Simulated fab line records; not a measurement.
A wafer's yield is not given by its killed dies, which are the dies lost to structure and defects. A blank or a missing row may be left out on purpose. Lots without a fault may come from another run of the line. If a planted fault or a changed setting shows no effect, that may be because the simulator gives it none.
fab line records	flow sky130
record: lots: 6	wafers: 18	lastDay: 49
route steps=708 shown METAL5@665 PASSIVATION@681 PAD_OPEN@694
lots that met no fault: taken from a fault-free run of the same line
startH: hours from the record's first day to the start of the lot's first wafer shown	waitH: hours since the lot's step before	" as in the row above	L1.1+2: one row covering several wafers at once	- no value present, or no start provided	* or withheld: withheld	< > ~ a bound
route shown NAME@n: a module of which the file shows steps, and the number in the route of the first	usual: the fault-free wafers' mean and standard deviation	same: alike in all rows	chamber/n: place in a boat	sites: the reading at each site	_std_site: how widely they spread, as a standard deviation	_edge_site: mean of outer sites minus mean of inner sites	radiusMm: for every site, how far away it sits from the centre of the wafer	mask NAME#n: copy n	behind: the tool/chamber that last shaped the wafer	hold: cause of the lot's hold/its duration in hours/its outcome	device: which transistor (n, p or np) failed to switch	end of line: tests run on the same wafers once the route is complete	a step given without rows: its recipe and nothing more	killed: dies that structure and defects cost at the first sort, which is not the same as the wafer's yield	map: per-die view of a wafer (x killed, . not killed, _ where there is no die)
set.NAME: the setting that was run; set.NAME@STEP: the one run at that earlier step	model.NAME: the simulator's own value behind a step, which no gauge read
a table for each step, a row for each wafer; lots at some steps of the route
services: from which hour (startH, from the record's first day; less than 0 if before it) a tool's chamber was out of use, for how many hours, and why
== steps ==
step: SKY_METAL5_SPUTTER_04
recipe: material: TiN	targetThkNm: 70	powerW: 6500	timeS: 58.3	chamberPressurePa: 0.4
usual: throttleValvePct: 30.6/1
lot.wafer	tool	chamber	startH	waitH	throttleValvePct
L907.4	pvdSputter-02	-	1009.75	0.0	29.1
L907.5	"	-	"	"	31.2
L907.6	"	-	"	"	29.2
L910.1	pvdSputter-01	-	1038.86	0.0	31.7
L910.3	"	-	"	"	31.9
L910.4	"	-	"	"	31.3
L913.3	pvdSputter-01	-	1064.00	0.0	32.1
L913.5	"	-	"	"	30.3
L913.6	"	-	"	"	28.8
L918.3	pvdSputter-03	-	1093.17	0.0	30.4
L918.4	"	-	"	"	29.7
L918.6	"	-	"	"	32.0
L919.2	pvdSputter-01	-	1094.24	0.0	30.1
L919.4	"	-	"	"	29.1
L919.5	"	-	"	"	30.2
L921.2	pvdSputter-03	-	1116.49	0.0	30.0
L921.3	"	-	"	"	31.8
L921.6	"	-	"	"	29.6
step: SKY_METAL5_RS_MEAS_05
recipe: thkMeasGauge: four-point-probe	reads: TiN_of_METAL5_SPUTTER_04+Ti_of_METAL5_SPUTTER_03+AlCu_of_METAL5_SPUTTER_02+TiN_of_METAL5_SPUTTER_01+Ti_of_METAL5_SPUTTER_00
usual: METAL5_ALCU_RS: 0.0271/0.0003
lot.wafer	tool	chamber	startH	waitH	METAL5_ALCU_RS[ohm/sq]
L907.4	filmMetro-03	-	1009.86	0.1	0.0267
L907.5	"	-	"	"	0.0272
L907.6	"	-	"	"	0.0268
L910.1	filmMetro-03	-	1038.91	0.0	0.0273
L910.3	"	-	"	"	0.0267
L910.4	"	-	"	"	0.0270
L913.3	filmMetro-04	-	1064.09	0.1	0.0275
L913.5	"	-	"	"	0.0274
L913.6	"	-	"	"	0.0275
L918.3	filmMetro-02	-	1093.26	0.1	0.0266
L918.4	"	-	"	"	0.0269
L918.6	"	-	"	"	0.0267
L919.2	filmMetro-02	-	1094.31	0.0	0.0273
L919.4	"	-	"	"	0.0274
L919.5	"	-	"	"	0.0272
L921.2	filmMetro-03	-	1116.56	0.0	0.0271
L921.3	"	-	"	"	0.0271
L921.6	"	-	"	"	0.0270
step: SKY_METAL5_THK_MEAS_06
recipe: thkMeasGauge: xrf	reads: AlCu_of_METAL5_SPUTTER_02
usual: METAL5_ALCU_THK: 1155/14
lot.wafer	tool	chamber	startH	waitH	METAL5_ALCU_THK[nm]
L907.4	filmMetro-03	-	1009.95	0.1	1176
L907.5	"	-	"	"	1160
L907.6	"	-	"	"	1173
L910.1	filmMetro-03	-	1039.03	0.1	1148
L910.3	"	-	"	"	1176
L910.4	"	-	"	"	1165
L913.3	filmMetro-04	-	1064.19	0.1	1128
L913.5	"	-	"	"	1133
L913.6	"	-	"	"	1133
L918.3	filmMetro-02	-	1093.36	0.1	1171
L918.4	"	-	"	"	1159
L918.6	"	-	"	"	1159
L919.2	filmMetro-02	-	1094.42	0.1	1134
L919.4	"	-	"	"	1124
L919.5	"	-	"	"	1140
L921.2	filmMetro-03	-	1116.67	0.1	1169
L921.3	"	-	"	"	1164
L921.6	"	-	"	"	1172
step: SKY_METAL5_DEHYDRATE_07
recipe: tempC: 200	timeS: 60
step: SKY_METAL5_HMDS_08
recipe: primeTimeS: 60	primeTempC: 120
step: SKY_METAL5_COAT_09
recipe: resist: NOVOLAK	spinRpm: 3000	resistThkNm: 1800
step: SKY_METAL5_SOFTBAKE_10
recipe: tempC: 90	timeS: 60	resist: NOVOLAK
step: SKY_METAL5_EXPOSE_11
recipe: maskId: MM5	na: 0.6	sourceShape: conventional	sigmaOuter: 0.6	polarization: unpolarized	targetCdNm: 1600	doseMj: 190
step: SKY_METAL5_PEB_12
recipe: tempC: withheld	timeS: *	resist: NOVOLAK
step: SKY_METAL5_DEVELOP_13
recipe: resist: NOVOLAK	developer: TMAH	developTimeS: 60	devTempC: 23
step: SKY_METAL5_DESCUM_14
recipe: chemistry: O2	sourcePowerW: 150	biasPowerW: 0	pressureMtorr: 10	tempC: 40	timeS: 11
usual: drypumpMotorCurrentA: 5.9/0.4	oesProductAu: 0.999/0.011
lot.wafer	tool	chamber	startH	waitH	drypumpMotorCurrentA	oesProductAu	rfHoursCounterH
L907.4	rieMetal-01	0	1032.89	0.1	6.4	0.987	-
L907.5	"	1	"	"	5.3	0.992	-
L907.6	"	0	"	"	6.4	0.986	-
L910.1	rieMetal-03	0	1060.99	0.1	5.6	1.012	19
L910.3	"	1	"	"	6.0	1.012	-
L910.4	"	0	"	"	5.6	1.007	-
L913.3	rieMetal-03	0	1084.80	0.1	5.6	1.004	-
L913.5	"	1	"	"	5.9	1.010	-
L913.6	"	0	"	"	5.6	1.017	-
L918.3	rieMetal-01	1	1113.09	0.1	5.2	0.993	-
L918.4	"	0	"	"	6.4	0.980	-
L918.6	"	0	"	"	6.4	0.984	-
L919.2	rieMetal-01	0	1114.39	0.1	6.4	1.002	21
L919.4	"	1	"	"	5.2	0.985	-
L919.5	"	1	"	"	5.2	1.005	-
L921.2	rieMetal-04	1	1135.40	0.1	6.0	1.009	-
L921.3	"	1	"	"	6.0	1.007	-
L921.6	"	1	"	"	6.0	0.999	-
step: SKY_METAL5_METAL_ETCH_15
recipe: targetDepthA: 12600	stopOn: SiO2	overEtchFrac: 0.2079	timeS: 252	chemistry: Cl2/BCl3	resistSidewallDeg: 86	pressureMtorr: 10	icpW: 900	biasW: 48.5	Cl2_flow_sccm: 60	bcl3FlowSccm: 30
usual: bcl3FlowSccm: 29.99/0.096	drypumpMotorCurrentA: 5.9/0.4	mfcCl2Sccm: 60.02/0.17	oesProductAu: 0.891/0.0048	throttleValvePct: 22.265/0.009
lot.wafer	tool	chamber	startH	waitH	bcl3FlowSccm	drypumpMotorCurrentA	mfcCl2Sccm	oesProductAu	rfHoursCounterH	throttleValvePct
L907.4	rieMetal-01	0	1032.99	0.1	30.10	6.4	60.33	0.893	-	22.280
L907.5	"	1	"	"	29.94	5.2	59.93	0.885	-	22.260
L907.6	"	0	"	"	30.07	6.4	60.26	0.899	-	22.266
L910.1	rieMetal-03	0	1061.03	0.0	29.94	5.6	60.15	0.893	19	22.265
L910.3	"	1	"	"	30.06	6.0	59.97	0.896	-	22.260
L910.4	"	0	"	"	30.06	5.6	59.95	0.891	-	22.273
L913.3	rieMetal-03	0	1084.90	0.1	29.96	5.6	60.13	0.887	-	22.252
L913.5	"	1	"	"	30.11	6.0	59.80	0.897	-	22.254
L913.6	"	0	"	"	29.86	5.6	60.01	0.889	-	22.249
L918.3	rieMetal-01	1	1113.19	0.1	29.99	5.2	60.03	0.896	-	22.273
L918.4	"	0	"	"	29.97	6.4	60.08	0.893	-	22.272
L918.6	"	0	"	"	29.87	6.4	60.07	0.888	-	22.263
L919.2	rieMetal-01	0	1114.43	0.0	29.91	6.4	60.15	0.895	21	22.271
L919.4	"	1	"	"	29.79	5.2	60.21	0.894	-	22.263
L919.5	"	1	"	"	30.11	5.2	60.02	0.879	-	22.285
L921.2	rieMetal-04	1	1135.54	0.1	30.18	6.0	59.78	0.889	-	22.291
L921.3	"	1	"	"	30.05	6.0	59.43	0.894	-	22.291
L921.6	"	1	"	"	30.13	6.0	59.76	0.894	-	22.259
step: SKY_METAL5_STRIP_16
recipe: chemistry: O2/N2	powerW: 1400	pressureMtorr: 1500	platenTempC: withheld	o2FlowSccm: 3000	n2FlowSccm: 300	overashFraction: 0.5
usual: drypumpMotorCurrentA: 5.6/0.44	oesProductAu: 0.711/0.0046	stripTimeToEndpointS: 13.00/0.18
same: overashFraction: 0.5
lot.wafer	tool	chamber	startH	waitH	drypumpMotorCurrentA	oesProductAu	rfHoursCounterH	stripTimeToEndpointS
L907.4	plasmaAsher-02	1	1033.18	0.1	5.2	0.716	-	13.35
L907.5	"	0	"	"	5.1	0.718	-	13.22
L907.6	"	1	"	"	5.2	0.713	-	13.31
L910.1	plasmaAsher-04	1	1061.26	0.2	5.5	0.709	32	12.80
L910.3	"	0	"	"	6.2	0.714	-	12.79
L910.4	"	1	"	"	5.5	0.708	-	12.81
L913.3	plasmaAsher-01	1	1085.09	0.1	6.2	0.707	-	12.81
L913.5	"	0	"	"	5.4	0.707	-	12.81
L913.6	"	1	"	"	6.2	0.712	-	12.78
L918.3	plasmaAsher-01	0	1113.38	0.1	5.4	0.702	-	12.96
L918.4	"	1	"	"	6.2	0.717	-	13.02
L918.6	"	0	"	"	5.4	0.713	-	13.00
L919.2	plasmaAsher-01	1	1114.66	0.2	6.2	0.711	99	13.14
L919.4	"	0	"	"	5.4	0.710	-	12.93
L919.5	"	0	"	"	5.4	0.718	-	13.12
L921.2	plasmaAsher-04	1	1135.93	0.3	5.6	0.717	39	12.89
L921.3	"	0	"	"	6.3	0.706	-	12.94
L921.6	"	1	"	"	5.5	0.715	-	12.91
step: SKY_METAL5_STRIP_17
recipe: chemistry: postEtchResidueRemover	timeS: 1200	tempC: 72.5
step: SKY_METAL5_CLEAN_18
recipe: chemistry: IPA	timeS: 180	tempC: 25
step: SKY_METAL5_CLEAN_19
recipe: chemistry: O3/DIW	dry: n2Spin
step: SKY_PASSIVATION_CVD_00
recipe: material: SiO2	targetThkNm: 90	tempC: 400	timeS: withheld	rfW: 600
step: SKY_PASSIVATION_THK_MEAS_01
recipe: reads: SiO2_of_PASSIVATION_CVD_00
usual: PASSIVATION_CVD_00_THK: 89.6/1.3
lot.wafer	tool	chamber	startH	waitH	PASSIVATION_CVD_00_THK[nm]
L907.4	filmMetro-03	-	1033.83	-	90.8
L907.5	"	-	"	"	89.3
L907.6	"	-	"	"	90.4
L910.1	filmMetro-02	-	1061.87	-	88.9
L910.3	"	-	"	"	89.5
L910.4	"	-	"	"	90.8
L913.3	filmMetro-02	-	1085.75	-	89.1
L913.5	"	-	"	"	91.2
L913.6	"	-	"	"	89.3
L918.3	filmMetro-03	-	1114.01	-	89.1
L918.4	"	-	"	"	90.6
L918.6	"	-	"	"	91.0
L919.2	filmMetro-03	-	1115.29	-	89.9
L919.4	"	-	"	"	92.1
L919.5	"	-	"	"	92.6
L921.2	filmMetro-02	-	1136.55	-	89.5
L921.3	"	-	"	"	89.7
L921.6	"	-	"	"	89.1
step: SKY_PASSIVATION_CVD_02
recipe: material: Si3N4	targetThkNm: 540	tempC: 400	timeS: withheld	rfW: 450
usual: heaterPowerW: 689/86
lot.wafer	tool	chamber	startH	waitH	heaterPowerW
L907.4	pecvd-02	2	1033.97	0.1	517
L907.5	"	0	"	"	691
L907.6	"	1	"	"	698
L910.1	pecvd-03	2	1061.93	0.1	627
L910.3	"	0	"	"	667
L910.4	"	0	"	"	674
L913.3	pecvd-01	1	1085.79	0.0	853
L913.5	"	1	"	"	848
L913.6	"	2	"	"	799
L918.3	pecvd-03	0	1114.05	0.0	669
L918.4	"	2	"	"	676
L918.6	"	0	"	"	569
L919.2	pecvd-03	2	1115.34	0.0	675
L919.4	"	2	"	"	671
L919.5	"	0	"	"	626
L921.2	pecvd-03	0	1136.60	0.0	593
L921.3	"	1	"	"	910
L921.6	"	0	"	"	624
step: SKY_PASSIVATION_THK_MEAS_03
recipe: reads: Si3N4_of_PASSIVATION_CVD_02
usual: PASSIVATION_CVD_02_THK: 536/7.4
lot.wafer	tool	chamber	startH	waitH	PASSIVATION_CVD_02_THK[nm]
L907.4	filmMetro-02	-	1034.11	-	546
L907.5	"	-	"	"	548
L907.6	"	-	"	"	543
L910.1	filmMetro-01	-	1062.16	-	529
L910.3	"	-	"	"	527
L910.4	"	-	"	"	536
L913.3	filmMetro-01	-	1086.03	-	529
L913.5	"	-	"	"	537
L913.6	"	-	"	"	545
L918.3	filmMetro-03	-	1114.29	-	522
L918.4	"	-	"	"	531
L918.6	"	-	"	"	536
L919.2	filmMetro-01	-	1115.57	-	528
L919.4	"	-	"	"	536
L919.5	"	-	"	"	535
L921.2	filmMetro-03	-	1136.84	-	530
L921.3	"	-	"	"	529
L921.6	"	-	"	"	533
step: SKY_PASSIVATION_DEHYDRATE_04
recipe: tempC: 200	timeS: 60
step: SKY_PASSIVATION_HMDS_05
recipe: primeTimeS: 60	primeTempC: 120
step: SKY_PASSIVATION_COAT_06
recipe: spinRpm: 2000	resistThkNm: 3000
step: SKY_PASSIVATION_SOFTBAKE_07
recipe: tempC: 110	timeS: withheld
step: SKY_PASSIVATION_EXPOSE_08
recipe: maskId: NSM	targetCdNm: 3000	na: 0.57	doseMj: 260
step: SKY_PASSIVATION_PEB_09
recipe: tempC: 115	timeS: withheld
step: SKY_PASSIVATION_DEVELOP_10
recipe: developTimeS: 60	devTempC: 23
step: SKY_PASSIVATION_ETCH_11
recipe: chemistry: CF4/O2	targetDepthNm: 725	stopOn: AlCu	sourceW: 800	biasW: 150	pressureMtorr: 150	cf4FlowSccm: 80	O2_flow_sccm: 10	timeS: 161.1
step: SKY_PASSIVATION_STRIP_12
recipe: chemistry: O2/N2	powerW: 1400	pressureMtorr: 1500	platenTempC: withheld	overashFraction: 0.7	o2FlowSccm: 3000	n2FlowSccm: 300
step: SKY_PAD_OPEN_DEHYDRATE_00
recipe: tempC: 200	timeS: 60
step: SKY_PAD_OPEN_HMDS_01
recipe: primeTimeS: 59.09	primeTempC: 120
step: SKY_PAD_OPEN_COAT_02
recipe: spinRpm: 2000	resistThkNm: 3000
step: SKY_PAD_OPEN_SOFTBAKE_03
recipe: tempC: 110	timeS: withheld
step: SKY_PAD_OPEN_EXPOSE_04
recipe: maskId: PDM	targetCdNm: 60000	na: 0.57	doseMj: 260
step: SKY_PAD_OPEN_PEB_05
recipe: tempC: 115	timeS: withheld
step: SKY_PAD_OPEN_DEVELOP_06
recipe: developTimeS: 60	devTempC: 23
step: SKY_PAD_OPEN_ETCH_07
recipe: chemistry: CF4/O2	targetDepthNm: 725	stopOn: AlCu	sourceW: 800	biasW: 150	pressureMtorr: 150	cf4FlowSccm: 80	O2_flow_sccm: 10	timeS: 161.1
usual: drypumpMotorCurrentA: 5.5/0.37	oesProductAu: 0.975/0.0071	throttleValvePct: 5.964/0.0088
lot.wafer	tool	chamber	startH	waitH	drypumpMotorCurrentA	oesProductAu	rfHoursCounterH	throttleValvePct
L907.4	rieDiel-04	1	1076.88	-	5.7	0.984	-	5.970
L907.5	"	2	"	"	5.3	0.982	-	5.961
L907.6	"	3	"	"	5.0	0.978	-	5.959
L910.1	rieDiel-04	1	1103.03	-	5.8	0.973	21	5.974
L910.3	"	2	"	"	5.3	0.968	24	5.958
L910.4	"	2	"	"	5.3	0.976	-	5.963
L913.3	rieDiel-02	0	1125.74	-	5.9	0.968	18	5.953
L913.5	"	0	"	"	5.9	0.982	-	5.966
L913.6	"	1	"	"	5.4	0.974	-	5.984
L918.3	rieDiel-04	2	1152.04	-	5.2	0.958	27	5.956
L918.4	"	3	"	"	4.9	0.967	-	5.964
L918.6	"	1	"	"	5.7	0.977	-	5.950
L919.2	rieDiel-03	2	1153.89	-	5.1	0.965	6	5.958
L919.4	"	1	"	"	5.4	0.983	21	5.975
L919.5	"	3	"	"	5.4	0.982	-	5.964
L921.2	rieDiel-03	3	1172.54	-	5.4	0.965	21	5.953
L921.3	"	1	"	"	5.4	0.970	21	5.949
L921.6	"	0	"	"	5.9	0.970	-	5.963
step: SKY_PAD_OPEN_STRIP_08
recipe: chemistry: O2/N2	powerW: 1400	pressureMtorr: 1500	platenTempC: withheld	overashFraction: 0.7	o2FlowSccm: 3000	n2FlowSccm: 300
step: SKY_PAD_OPEN_STRIP_09
recipe: chemistry: postEtchResidueRemover	timeS: 1200	tempC: 72.5
step: SKY_PAD_OPEN_CLEAN_10
recipe: chemistry: IPA	timeS: 180	tempC: 25
step: SKY_PAD_OPEN_CLEAN_11
recipe: chemistry: O3/DIW	dry: n2Spin
step: SKY_PAD_OPEN_ANNEAL_12
recipe: tempC: 400	timeS: withheld	ambient: N2/H2	idleTempC: 300	rampUpCPerMin: 8	rampDownCPerMin: 4
step: SKY_PAD_OPEN_PROBE_99
usual: defectLimitedYield: 82.5/2.1	killed_at_M0_to_M3: 43/7.7	killed_at_M4_up: 3.4/1.9	killedAtContacts: 25/5.6	killedAtFrontEnd: 14/4.3	killedAtOther: 0.2/0.5	killedDies: 86/10	killedOpen: 47/7.2	killedShort: 39/6.7	sort_bin_3_pad_short: 0.9/0.46	sort_bin_5_function: 10.4/1.5	sort_bin_6_memory: 6.2/1.2	sortNPass: 406/10	sortYieldPct: 82.5/2.1
same: grossDies: 492	killedAtBackSide: 0	sort_bin_4_leakage[%]: 0	sort_bin_8_speed[%]: 0
lot.wafer	tool	chamber	startH	waitH	hold	defectLimitedYield[%]	killed_at_M0_to_M3	killed_at_M4_up	killedAtContacts	killedAtFrontEnd	killedAtOther	killedDies	killedOpen	killedShort	sort_bin_3_pad_short[%]	sort_bin_5_function[%]	sort_bin_6_memory[%]	sortNPass	sortYieldPct[%]	model.etest.tester.sortNPass	model.etest.tester.sortYieldPct	model.etest.tester.sort_bin_5_pct	model.etest.tester.sort_bin_3_pct
L907.4	prober-01	-	1079.29	0.2	-	83.1	37	1	26	19	0	83	54	29	0.6	10.0	6.3	409	83.1	409	83.13	9.959	0.6098
L907.5	prober-01	-	1079.34	0.2	-	83.9	30	2	30	16	1	79	39	40	0.6	9.8	5.7	413	83.9	413	83.94	9.756	0.6098
L907.6	prober-01	-	1079.39	0.2	-	82.7	46	2	22	14	1	85	44	41	0.8	10.4	6.1	407	82.7	407	82.72	10.37	0.813
L910.1	prober-02	-	1105.35	0.1	-	84.1	37	1	29	11	0	78	48	30	1.6	9.3	4.9	414	84.1	414	84.15	9.35	1.626
L910.3	prober-02	-	1105.45	0.2	-	82.7	47	1	26	11	0	85	53	32	0.8	11.4	5.1	407	82.7	407	82.72	11.38	0.813
L910.4	prober-02	-	1105.50	0.2	-	79.3	62	2	21	16	1	102	57	45	0.8	12.8	7.1	390	79.3	390	79.27	12.8	0.813
L913.3	prober-01	-	1128.20	0.2	-	85.8	40	0	17	13	0	70	32	38	0.8	8.7	4.7	422	85.8	422	85.77	8.74	0.813
L913.5	prober-01	-	1128.30	0.2	-	79.7	50	3	28	19	0	100	48	52	1.0	10.2	9.1	392	79.7	392	79.67	10.16	1.016
L913.6	prober-01	-	1128.35	0.2	-	84.1	30	4	27	17	0	78	45	33	0.4	9.6	5.9	414	84.1	414	84.15	9.553	0.4065
L918.3	prober-02	-	1154.49	0.2	awaitDispo/2.0h/release	79.5	29	30	24	18	0	101	39	35	3.5	13.6	3.5	391	79.5	391	79.47	13.62	3.455
L918.4	prober-02	-	1154.54	0.2	awaitDispo/2.0h/release	80.5	38	27	18	13	0	96	38	31	1.6	12.4	5.5	396	80.5	396	80.49	12.4	1.626
L918.6	prober-02	-	1154.64	0.2	awaitDispo/2.0h/release	75.0	49	36	27	11	0	123	47	43	2.6	14.8	7.5	369	75.0	369	75	14.84	2.642
L919.2	prober-01	-	1156.26	0.1	awaitDispo/6.8h/release	79.5	25	40	20	16	0	101	35	33	1.6	14.0	4.9	391	79.5	391	79.47	14.02	1.626
L919.4	prober-01	-	1156.36	0.2	awaitDispo/6.8h/release	73.6	61	43	17	9	0	130	53	41	1.8	18.5	6.1	362	73.6	362	73.58	18.5	1.829
L919.5	prober-01	-	1156.41	0.2	awaitDispo/6.8h/release	76.2	38	37	27	15	0	117	47	33	1.4	15.4	6.9	375	76.2	375	76.22	15.45	1.423
L921.2	prober-02	-	1174.95	0.1	-	78.9	59	6	24	15	0	104	49	55	0.4	12.8	7.9	388	78.9	388	78.86	12.8	0.4065
L921.3	prober-02	-	1175.00	0.2	-	80.9	50	2	22	20	0	94	54	40	1.4	10.6	7.1	398	80.9	398	80.89	10.57	1.423
L921.6	prober-02	-	1175.15	0.2	-	81.9	49	0	28	11	1	89	50	39	1.2	10.2	6.7	403	81.9	403	81.91	10.16	1.22
killed by level:class
L907.4 LI_CONTACT:geometricParticle:open=11 FIELD_ISO:geometricParticle:open=8 CONTACT:geometricParticle:open=8 VIA1:geometricParticle:open=8 VIA3:geometricParticle:open=7 METAL1:geometricParticle:short=6 POLY_GATE:geometricParticle:open=4 METAL2:geometricParticle:short=4
L907.5 CONTACT:geometricParticle:open=9 CONTACT:geometricParticle:short=7 METAL2:geometricParticle:short=7 LI_CONTACT:geometricParticle:open=6 VIA2:geometricParticle:open=5 VIA3:geometricParticle:short=4 LOCAL_INTERCONNECT:geometricParticle:short=4 FIELD_ISO:geometricParticle:short=3
L907.6 VIA1:geometricParticle:open=11 METAL2:geometricParticle:short=8 LI_CONTACT:geometricParticle:open=6 CONTACT:geometricParticle:open=6 VIA3:geometricParticle:open=6 METAL1:geometricParticle:short=5 FIELD_ISO:geometricParticle:open=4 LOCAL_INTERCONNECT:geometricParticle:short=4
L910.1 VIA1:geometricParticle:open=14 CONTACT:geometricParticle:open=11 CONTACT:geometricParticle:short=6 VIA2:geometricParticle:open=5 POLY_GATE:geometricParticle:open=4 METAL2:geometricParticle:short=4 LI_CONTACT:geometricParticle:open=4 LOCAL_INTERCONNECT:geometricParticle:short=4
L910.3 VIA1:geometricParticle:open=14 CONTACT:geometricParticle:open=11 VIA2:geometricParticle:open=9 LI_CONTACT:geometricParticle:open=6 CONTACT:geometricParticle:short=6 METAL1:geometricParticle:short=6 FIELD_ISO:geometricParticle:short=4 FIELD_ISO:geometricParticle:open=3
L910.4 VIA3:geometricParticle:open=12 VIA2:geometricParticle:open=11 VIA1:geometricParticle:open=10 LI_CONTACT:geometricParticle:open=8 METAL1:geometricParticle:short=7 VIA1:geometricParticle:short=7 POLY_GATE:geometricParticle:open=5 CONTACT:geometricParticle:open=5
L913.3 VIA1:geometricParticle:open=10 CONTACT:geometricParticle:short=6 METAL1:geometricParticle:short=6 METAL2:geometricParticle:short=6 FIELD_ISO:geometricParticle:short=5 CONTACT:geometricParticle:open=4 VIA1:geometricParticle:short=4 FIELD_ISO:geometricParticle:open=3
L913.5 FIELD_ISO:geometricParticle:short=9 METAL1:geometricParticle:short=9 VIA1:geometricParticle:open=8 CONTACT:geometricParticle:open=8 CONTACT:geometricParticle:short=8 VIA2:geometricParticle:open=8 LI_CONTACT:geometricParticle:open=6 VIA3:geometricParticle:open=6
L913.6 CONTACT:geometricParticle:open=10 LI_CONTACT:geometricParticle:open=8 LOCAL_INTERCONNECT:geometricParticle:short=7 POLY_GATE:geometricParticle:short=6 VIA1:geometricParticle:open=6 VIA2:geometricParticle:open=6 FIELD_ISO:geometricParticle:open=5 VIA3:geometricParticle:open=5
L918.3 METAL5:unspecified=27 CONTACT:geometricParticle:open=9 CONTACT:geometricParticle:short=7 LI_CONTACT:geometricParticle:open=6 POLY_GATE:geometricParticle:short=5 VIA1:geometricParticle:open=5 METAL3:geometricParticle:short=4 METAL1:geometricParticle:short=4
L918.4 METAL5:unspecified=27 CONTACT:geometricParticle:open=10 VIA1:geometricParticle:open=10 VIA1:geometricParticle:short=6 METAL2:geometricParticle:short=6 VIA3:geometricParticle:open=5 FIELD_ISO:geometricParticle:short=4 FIELD_ISO:geometricParticle:open=3
L918.6 METAL5:unspecified=33 LI_CONTACT:geometricParticle:open=10 VIA1:geometricParticle:short=10 VIA1:geometricParticle:open=9 CONTACT:geometricParticle:open=6 CONTACT:geometricParticle:short=6 VIA3:geometricParticle:open=6 VIA2:geometricParticle:open=5
L919.2 METAL5:unspecified=33 CONTACT:geometricParticle:open=9 FIELD_ISO:geometricParticle:short=8 VIA1:geometricParticle:open=6 METAL4:geometricParticle:short=5 METAL2:geometricParticle:short=4 CONTACT:geometricParticle:short=4 LI_CONTACT:geometricParticle:open=4
L919.4 METAL5:unspecified=36 VIA1:geometricParticle:open=14 VIA2:geometricParticle:open=12 CONTACT:geometricParticle:open=8 METAL1:geometricParticle:short=7 VIA1:geometricParticle:short=6 VIA3:geometricParticle:open=6 METAL4:geometricParticle:short=5
L919.5 METAL5:unspecified=37 CONTACT:geometricParticle:open=10 LI_CONTACT:geometricParticle:open=9 VIA2:geometricParticle:open=8 VIA1:geometricParticle:open=6 VIA3:geometricParticle:open=6 VIA1:geometricParticle:short=5 FIELD_ISO:geometricParticle:short=4
L921.2 VIA1:geometricParticle:open=14 METAL2:geometricParticle:short=11 CONTACT:geometricParticle:open=7 METAL1:geometricParticle:short=7 CONTACT:geometricParticle:short=6 FIELD_ISO:geometricParticle:open=5 METAL4:geometricParticle:short=5 LI_CONTACT:geometricParticle:open=5
L921.3 VIA1:geometricParticle:open=15 CONTACT:geometricParticle:open=8 METAL2:geometricParticle:short=8 VIA1:geometricParticle:short=7 VIA2:geometricParticle:open=7 FIELD_ISO:geometricParticle:open=6 POLY_GATE:geometricParticle:short=6 VIA3:geometricParticle:open=6
L921.6 CONTACT:geometricParticle:open=16 VIA1:geometricParticle:open=9 VIA3:geometricParticle:open=7 CONTACT:geometricParticle:short=6 VIA2:geometricParticle:short=5 VIA2:geometricParticle:open=5 METAL3:geometricParticle:short=5 METAL2:geometricParticle:short=5
map L918.6 (x killed, . not)
__________.x...x...._________
________...........x.x_______
______x...x.....x...x..._____
_____x......x........xx..____
____x.x......x...x......x.___
___xxxxx...x......xxx..x.x.__
__xxxx.x.x........xxx......x_
_xxxxxxx........xx..x..x...x.
_xxxxxx.x.x....x..x..x......x
_xxxxx.x.x.x..x.x..xx....x...
_.x..x........x.....x...x..x.
_..x.......x.x...x..x........
_.....xx........x.x....x..x..
_..x.........x...x..x.....x..
_.....xx..........x..x.......
__......x..x..xxx.......x..._
___...................xxx..__
____................x....x___
_____.......x.....x....x.____
______...x.....x.....x.._____
________x....xx......._______
__________..x....x.._________
map L919.4 (x killed, . not)
__________....x.x.x._________
________...x.........x_______
______xxxx.............x_____
_____.x.x.x..x.......x...____
____xxx.......x.x....x....___
___xxxxx....x.x...xx.xx....__
__xxxxxx...x.....xx.....x..._
_xxxxxx.xx...xx.....xxx.x....
_xxxxxxxxxxx....x...........x
_xxxxxx....xx...........x...x
_.x..x.x..x..........x.......
_....x....xx.xx...x.......x..
_.xx.........x.x............x
_..x..........x.x....x.......
_x.....xxx......x..x.......x.
__...x...x.x..x........x...._
___..x.x..xx...x.x...xx.x.x__
____.x...x................___
_____..................x.____
______................x._____
________.x...x..x....._______
__________...x......_________
== services ==
tool	chamber	startH	hours	kind
pecvd-01	-	985.98	0.5	repair
rieMetal-01	-	996.49	0.4	repair
pecvd-02	2	1020.62	8.8	repair
plasmaAsher-04	-	1024.59	1.6	repair
pecvd-03	1	1025.07	9.2	repair
plasmaAsher-01	-	1026.50	1.3	repair
rieMetal-03	-	1031.37	1.9	repair
rieDiel-03	0	1036.26	7.6	repair
pecvd-03	-	1038.91	0.5	repair
rieDiel-03	3	1044.59	67.7	repair
pecvd-02	-	1046.77	0.5	repair
pecvd-03	0	1052.35	2.1	scheduledDown
plasmaAsher-02	-	1055.25	9.0	pm
rieDiel-02	1	1060.69	7.9	repair
rieDiel-03	0	1073.54	5.6	repair
rieDiel-04	0	1074.41	38.8	repair
plasmaAsher-04	-	1079.70	2.8	pm
pecvd-03	0	1085.56	5.5	scheduledDown
rieMetal-01	-	1088.55	4.3	pm
rieDiel-04	0	1130.65	30.7	repair
rieMetal-04	0	1131.50	21.5	repair
rieDiel-02	1	1148.38	1.5	repair
pecvd-02	-	1171.19	0.9	repair
plasmaAsher-02	-	1172.44	4.0	pm
== key ==
firstSign: step: SKY_PAD_OPEN_PROBE_99	reading: killed_at_M4_up	direction: up	sigmas: 17	usual: 3.4	struck: 35.5
effect: step: SKY_PAD_OPEN_PROBE_99	reading: sort_bin_5_function	direction: up	sigmas: 2.9	usual: 10.4	struck: 14.8
modelEffect: step: SKY_PAD_OPEN_PROBE_99	value: etest.tester.sortNPass	without: 408.2	struck: 380.7
metAt SKY_METAL5_STRIP_16
struckWafers L918.3,L918.4,L918.6,L919.2,L919.4,L919.5
onsetBetween 1085.09 1113.38
alsoFits SKY_METAL5_DESCUM_14:rieMetal-01,SKY_METAL5_METAL_ETCH_15:rieMetal-01
fault: kind: chamberParticleSource	tool: plasmaAsher-01	chamber: -	onsetH: 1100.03	steps: SKY_METAL5_STRIP_16	ratePerVisitCm2: 0.52901	endH: 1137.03
